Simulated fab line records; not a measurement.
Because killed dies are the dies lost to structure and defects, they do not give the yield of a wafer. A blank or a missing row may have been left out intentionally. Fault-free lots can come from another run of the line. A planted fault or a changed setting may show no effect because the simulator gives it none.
Which tool is to blame? / flow sky130 / Sampling: 24 lots, 72 wafers, 3 of 708 route steps

## WHAT THE GAUGES READ, wafer by wafer
SKY_RES_XHIGH_TW_MEAS_09.
lot=L075; measured=day 27 04:07; on=film_metro-03; RES_XHIGH_TW=1636 1636 1640
lot=L074; measured=day 27 07:25; on=film_metro-02; RES_XHIGH_TW=1653 1659 1655
lot=L076; measured=day 27 12:26; on=film_metro-02; RES_XHIGH_TW=1644 1637 1657
lot=L077; measured=day 27 13:43; on=film_metro-03; RES_XHIGH_TW=1648 1635 1643
lot=L078; measured=day 27 20:29; on=film_metro-02; RES_XHIGH_TW=1652 1647 1651
lot=L079; measured=day 28 08:56; on=film_metro-03; RES_XHIGH_TW=1652 1644 1643
lot=L080; measured=day 28 22:13; on=film_metro-01; RES_XHIGH_TW=1627 1628 1630
lot=L081; measured=day 29 10:00; on=film_metro-01; RES_XHIGH_TW=1625 1626 1640
lot=L082; measured=day 29 23:08; on=film_metro-01; RES_XHIGH_TW=1636 1628 1640
lot=L084; measured=day 30 11:21; on=film_metro-02; RES_XHIGH_TW=1659 1658 1655
lot=L083; measured=day 30 16:58; on=film_metro-01; RES_XHIGH_TW=1632 1634 1635
lot=L085; measured=day 30 22:33; on=film_metro-02; RES_XHIGH_TW=1657 1657 1652
lot=L086; measured=day 31 04:52; on=film_metro-01; RES_XHIGH_TW=1649 1644 1642
lot=L087; measured=day 31 16:28; on=film_metro-02; RES_XHIGH_TW=1649 1650 1646
lot=L088; measured=day 31 21:51; on=film_metro-02; RES_XHIGH_TW=1655 1652 1656
lot=L089; measured=day 31 22:57; on=film_metro-02; RES_XHIGH_TW=1658 1654 1640
lot=L090; measured=day 32 10:54; on=film_metro-02; RES_XHIGH_TW=1659 1661 1658
lot=L091; measured=day 32 16:09; on=film_metro-03; RES_XHIGH_TW=1651 1645 1656
lot=L092; measured=day 32 21:27; on=film_metro-03; RES_XHIGH_TW=1650 1640 1645
lot=L093; measured=day 33 09:14; on=film_metro-01; RES_XHIGH_TW=1626 1628 1623
lot=L094; measured=day 33 11:52; on=film_metro-02; RES_XHIGH_TW=1643 1654 1649
lot=L095; measured=day 33 15:49; on=film_metro-02; RES_XHIGH_TW=1645 1640 1645
lot=L096; measured=day 34 06:57; on=film_metro-03; RES_XHIGH_TW=1640 1634 1648
lot=L097; measured=day 34 10:16; on=film_metro-03; RES_XHIGH_TW=1634 1650 1641

SKY_LOCAL_INTERCONNECT_THK_MEAS_02: measures by xrf.
lot=L075; measured=day 29 18:17; on=film_metro-04; LOCAL_INTERCONNECT_TIN_THK (nm)=99.9 98.9 99.7
lot=L074; measured=day 29 20:52; on=film_metro-03; LOCAL_INTERCONNECT_TIN_THK (nm)=101.4 102.6 101.1
lot=L076; measured=day 30 01:59; on=film_metro-02; LOCAL_INTERCONNECT_TIN_THK (nm)=100.0 100.2 100.7
lot=L077; measured=day 30 03:17; on=film_metro-03; LOCAL_INTERCONNECT_TIN_THK (nm)=103.0 102.1 101.7
lot=L078; measured=day 30 08:49; on=film_metro-02; LOCAL_INTERCONNECT_TIN_THK (nm)=102.2 103.8 101.3
lot=L079; measured=day 30 22:14; on=film_metro-04; LOCAL_INTERCONNECT_TIN_THK (nm)=99.9 99.3 99.1
lot=L080; measured=day 31 10:38; on=film_metro-04; LOCAL_INTERCONNECT_TIN_THK (nm)=100.0 100.9 101.4
lot=L081; measured=day 31 22:08; on=film_metro-04; LOCAL_INTERCONNECT_TIN_THK (nm)=99.2 98.8 99.4
lot=L082; measured=day 32 10:06; on=film_metro-03; LOCAL_INTERCONNECT_TIN_THK (nm)=102.0 103.1 102.1
lot=L084; measured=day 32 22:41; on=film_metro-03; LOCAL_INTERCONNECT_TIN_THK (nm)=102.7 102.0 101.8
lot=L083; measured=day 33 05:14; on=film_metro-04; LOCAL_INTERCONNECT_TIN_THK (nm)=101.6 100.7 100.7
lot=L085; measured=day 33 09:22; on=film_metro-04; LOCAL_INTERCONNECT_TIN_THK (nm)=101.4 102.1 102.5
lot=L086; measured=day 33 15:26; on=film_metro-04; LOCAL_INTERCONNECT_TIN_THK (nm)=103.5 101.3 102.0
lot=L087; measured=day 34 03:05; on=film_metro-02; LOCAL_INTERCONNECT_TIN_THK (nm)=101.9 103.4 102.8
lot=L088; measured=day 34 07:35; on=film_metro-02; LOCAL_INTERCONNECT_TIN_THK (nm)=104.0 102.9 104.5
lot=L089; measured=day 34 09:08; on=film_metro-02; LOCAL_INTERCONNECT_TIN_THK (nm)=103.4 102.9 102.7
lot=L090; measured=day 34 20:34; on=film_metro-02; LOCAL_INTERCONNECT_TIN_THK (nm)=100.8 100.3 100.6
lot=L091; measured=day 35 01:14; on=film_metro-04; LOCAL_INTERCONNECT_TIN_THK (nm)=101.2 100.9 101.0
lot=L092; measured=day 35 06:04; on=film_metro-03; LOCAL_INTERCONNECT_TIN_THK (nm)=100.8 100.5 99.0
lot=L093; measured=day 35 16:34; on=film_metro-03; LOCAL_INTERCONNECT_TIN_THK (nm)=101.0 101.1 101.3
lot=L094; measured=day 35 18:56; on=film_metro-03; LOCAL_INTERCONNECT_TIN_THK (nm)=102.2 100.5 101.4
lot=L095; measured=day 35 23:29; on=film_metro-03; LOCAL_INTERCONNECT_TIN_THK (nm)=101.9 100.1 101.5
lot=L096; measured=day 36 12:37; on=film_metro-03; LOCAL_INTERCONNECT_TIN_THK (nm)=102.2 102.3 101.5
lot=L097; measured=day 36 16:55; on=film_metro-04; LOCAL_INTERCONNECT_TIN_THK (nm)=100.5 100.5 99.2

## TOOL THAT RAN EACH LOT (tool first, then ch and the chambers of the sampled wafers, then the start)
lot=L075; SKY_POLY_CUT_ETCH_10=rie_diel-04 ch 1,2, day 24 16:50
lot=L074; SKY_POLY_CUT_ETCH_10=rie_diel-02 ch 0,1,2, day 24 19:32
lot=L076; SKY_POLY_CUT_ETCH_10=rie_diel-04 ch 1,2,3, day 25 01:35
lot=L077; SKY_POLY_CUT_ETCH_10=rie_diel-02 ch 1,2,3, day 25 02:46
lot=L078; SKY_POLY_CUT_ETCH_10=rie_diel-02 ch 1,2, day 25 08:42
lot=L079; SKY_POLY_CUT_ETCH_10=rie_diel-03 ch 0,1,2, day 25 22:11
lot=L080; SKY_POLY_CUT_ETCH_10=rie_diel-04 ch 1,2, day 26 10:17
lot=L081; SKY_POLY_CUT_ETCH_10=rie_diel-04 ch 1,2, day 26 22:52
lot=L082; SKY_POLY_CUT_ETCH_10=rie_diel-03 ch 0,1, day 27 11:49
lot=L084; SKY_POLY_CUT_ETCH_10=rie_diel-03 ch 0,1,3, day 28 01:50
lot=L083; SKY_POLY_CUT_ETCH_10=rie_diel-03 ch 0,2,3, day 28 06:41
lot=L085; SKY_POLY_CUT_ETCH_10=rie_diel-02 ch 0,1,2, day 28 13:19
lot=L086; SKY_POLY_CUT_ETCH_10=rie_diel-03 ch 1,2,3, day 28 18:31
lot=L087; SKY_POLY_CUT_ETCH_10=rie_diel-03 ch 0,1, day 29 08:44
lot=L088; SKY_POLY_CUT_ETCH_10=rie_diel-02 ch 1,2,3, day 29 12:14
lot=L089; SKY_POLY_CUT_ETCH_10=rie_diel-02 ch 1,2, day 29 14:47
lot=L090; SKY_POLY_CUT_ETCH_10=rie_diel-04 ch 0,2, day 30 01:10
lot=L091; SKY_POLY_CUT_ETCH_10=rie_diel-03 ch 0,1, day 30 07:07
lot=L092; SKY_POLY_CUT_ETCH_10=rie_diel-02 ch 1,2, day 30 13:28
lot=L093; SKY_POLY_CUT_ETCH_10=rie_diel-02 ch 1,2, day 31 01:04
lot=L094; SKY_POLY_CUT_ETCH_10=rie_diel-04 ch 0,2,3, day 31 02:49
lot=L095; SKY_POLY_CUT_ETCH_10=rie_diel-02 ch 1,2,3, day 31 07:01
lot=L096; SKY_POLY_CUT_ETCH_10=rie_diel-03 ch 1,2,3, day 31 23:16
lot=L097; SKY_POLY_CUT_ETCH_10=rie_diel-04 ch 0,1,2, day 32 03:26
- SKY_POLY_CUT_ETCH_10: etches BARC in N2/H2, stops on SiO2, time 45.9 s, target depth 60 nm.

## WHAT THE TOOLS THEMSELVES READ (means of the sampled wafers that have a number; where no wafer has one, the mark that the record gives instead)
SKY_POLY_CUT_ETCH_10.
lot=L075; tool=rie_diel-04; chamber_pressure_mTorr (mTorr)=29.969; drypump_motor_current_A (A)=5.5; oes_product_au (a.u.)=0.852; throttle_valve_pct (%)=13.226
lot=L074; tool=rie_diel-02; chamber_pressure_mTorr (mTorr)=29.991; drypump_motor_current_A (A)=6.1; oes_product_au (a.u.)=0.854; throttle_valve_pct (%)=13.213
lot=L076; tool=rie_diel-04; chamber_pressure_mTorr (mTorr)=30.003; drypump_motor_current_A (A)=5.9; oes_product_au (a.u.)=0.853; throttle_valve_pct (%)=13.222
lot=L077; tool=rie_diel-02; chamber_pressure_mTorr (mTorr)=30.002; drypump_motor_current_A (A)=6.1; oes_product_au (a.u.)=0.854; throttle_valve_pct (%)=13.222
lot=L078; tool=rie_diel-02; chamber_pressure_mTorr (mTorr)=30.007; drypump_motor_current_A (A)=6.1; oes_product_au (a.u.)=0.857; throttle_valve_pct (%)=13.227
lot=L079; tool=rie_diel-03; chamber_pressure_mTorr (mTorr)=30.002; drypump_motor_current_A (A)=5.5; oes_product_au (a.u.)=0.857; throttle_valve_pct (%)=13.211
lot=L080; tool=rie_diel-04; chamber_pressure_mTorr (mTorr)=30.004; drypump_motor_current_A (A)=5.6; oes_product_au (a.u.)=0.853; throttle_valve_pct (%)=13.224
lot=L081; tool=rie_diel-04; chamber_pressure_mTorr (mTorr)=29.979; drypump_motor_current_A (A)=5.6; oes_product_au (a.u.)=0.855; throttle_valve_pct (%)=13.224
lot=L082; tool=rie_diel-03; chamber_pressure_mTorr (mTorr)=29.998; drypump_motor_current_A (A)=5.7; oes_product_au (a.u.)=0.856; throttle_valve_pct (%)=13.229
lot=L084; tool=rie_diel-03; chamber_pressure_mTorr (mTorr)=30.009; drypump_motor_current_A (A)=5.5; oes_product_au (a.u.)=0.858; throttle_valve_pct (%)=13.223
lot=L083; tool=rie_diel-03; chamber_pressure_mTorr (mTorr)=29.978; drypump_motor_current_A (A)=5.3; oes_product_au (a.u.)=0.856; throttle_valve_pct (%)=13.224
lot=L085; tool=rie_diel-02; chamber_pressure_mTorr (mTorr)=30.017; drypump_motor_current_A (A)=6.1; oes_product_au (a.u.)=0.856; throttle_valve_pct (%)=13.220
lot=L086; tool=rie_diel-03; chamber_pressure_mTorr (mTorr)=30.011; drypump_motor_current_A (A)=5.3; oes_product_au (a.u.)=0.853; throttle_valve_pct (%)=13.233
lot=L087; tool=rie_diel-03; chamber_pressure_mTorr (mTorr)=30.018; drypump_motor_current_A (A)=5.7; oes_product_au (a.u.)=0.850; throttle_valve_pct (%)=13.223
lot=L088; tool=rie_diel-02; chamber_pressure_mTorr (mTorr)=30.003; drypump_motor_current_A (A)=6.1; oes_product_au (a.u.)=0.856; throttle_valve_pct (%)=13.223
lot=L089; tool=rie_diel-02; chamber_pressure_mTorr (mTorr)=29.986; drypump_motor_current_A (A)=6.1; oes_product_au (a.u.)=0.856; throttle_valve_pct (%)=13.231
lot=L090; tool=rie_diel-04; chamber_pressure_mTorr (mTorr)=30.014; drypump_motor_current_A (A)=5.6; oes_product_au (a.u.)=0.853; throttle_valve_pct (%)=13.230
lot=L091; tool=rie_diel-03; chamber_pressure_mTorr (mTorr)=30.014; drypump_motor_current_A (A)=5.8; oes_product_au (a.u.)=0.855; throttle_valve_pct (%)=13.220
lot=L092; tool=rie_diel-02; chamber_pressure_mTorr (mTorr)=29.993; drypump_motor_current_A (A)=6.1; oes_product_au (a.u.)=0.857; throttle_valve_pct (%)=13.222
lot=L093; tool=rie_diel-02; chamber_pressure_mTorr (mTorr)=30.029; drypump_motor_current_A (A)=6.2; oes_product_au (a.u.)=0.854; throttle_valve_pct (%)=13.226
lot=L094; tool=rie_diel-04; chamber_pressure_mTorr (mTorr)=30.008; drypump_motor_current_A (A)=5.9; oes_product_au (a.u.)=0.853; throttle_valve_pct (%)=13.227
lot=L095; tool=rie_diel-02; chamber_pressure_mTorr (mTorr)=30.003; drypump_motor_current_A (A)=6.1; oes_product_au (a.u.)=0.852; throttle_valve_pct (%)=13.227
lot=L096; tool=rie_diel-03; chamber_pressure_mTorr (mTorr)=29.965; drypump_motor_current_A (A)=5.3; oes_product_au (a.u.)=0.854; throttle_valve_pct (%)=13.223
lot=L097; tool=rie_diel-04; chamber_pressure_mTorr (mTorr)=30.014; drypump_motor_current_A (A)=5.6; oes_product_au (a.u.)=0.857; throttle_valve_pct (%)=13.217

## THE ANSWER, worked out from the rows above alone
Rule: the lots themselves supply what counts as usual. The widest of any qualifying gaps counts: lots, ordered by their means at a reading, are off when they make up no more than a third of the lots, leave a main group of 4 or more, and stand apart from it by 3 or more times the standard deviation of that group's means. A main group is skipped when, at the precision printed for the reading in the tables above, its means are all equal. Also off: a lot with no number at a reading for which 4 or more lots have one. The other lots that the step has rows for count as sound. First the gauges in route order, then the tools' own readings, where a lot's mean is used as printed above. The first step at which some lot is off is used, and at that step the reading that is off furthest; a lot without a number counts as furthest.
Nothing can be told from this: no lot is off at any reading shown.

## WHAT THE SIMULATOR HAD INSERTED
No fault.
